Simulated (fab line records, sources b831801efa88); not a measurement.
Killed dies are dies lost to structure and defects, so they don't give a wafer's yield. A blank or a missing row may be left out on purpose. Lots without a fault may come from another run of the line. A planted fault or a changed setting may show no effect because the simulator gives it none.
Which tool did it? | flow sky130 | 7 lots, 21 wafers sampled, at 1 step of a route of 708

WHAT THE GAUGES READ, wafer by wafer
SKY_VIA2_CD_MEAS_12: target cd 200 nm.
lot  | measured     | on        | cd_nm (nm)
L937 | day 37 14:35 | cd_sem-02 | 203.6 202.6 202.0
L939 | day 38 06:05 | cd_sem-01 | 197.3 197.2 199.2
L942 | day 38 16:38 | cd_sem-01 | 200.2 200.7 200.4
L950 | day 41 01:25 | cd_sem-01 | 200.9 201.7 201.6
L952 | day 41 17:38 | cd_sem-02 | 201.6 201.1 200.6
L954 | day 42 03:54 | cd_sem-02 | 197.9 199.4 198.3
L957 | day 42 21:52 | cd_sem-02 | 199.2 199.6 198.8

WHICH TOOL RAN EACH LOT (tool, then ch and the chambers of the sampled wafers, then the start)
The record holds no process step before these readings.

THE ANSWER, worked out from the rows above alone
Rule: what is usual is taken from the lots themselves. Put in order of their means at a reading, lots are off if they are a third of the lots or fewer, leave a main group of 4 or more, and stand apart from it by a gap of 3 or more times the standard deviation of the main group's means; of several such gaps the widest counts. A main group whose means are all the same, to the digits that the tables above print for the reading, isn't used. A lot without any number at a reading at which 4 lots or more have one is off too. The other lots that the step has rows for count as sound.
No lot is off at any reading shown: from this, nothing can be told.

WHAT THE SIMULATOR HAD PUT IN
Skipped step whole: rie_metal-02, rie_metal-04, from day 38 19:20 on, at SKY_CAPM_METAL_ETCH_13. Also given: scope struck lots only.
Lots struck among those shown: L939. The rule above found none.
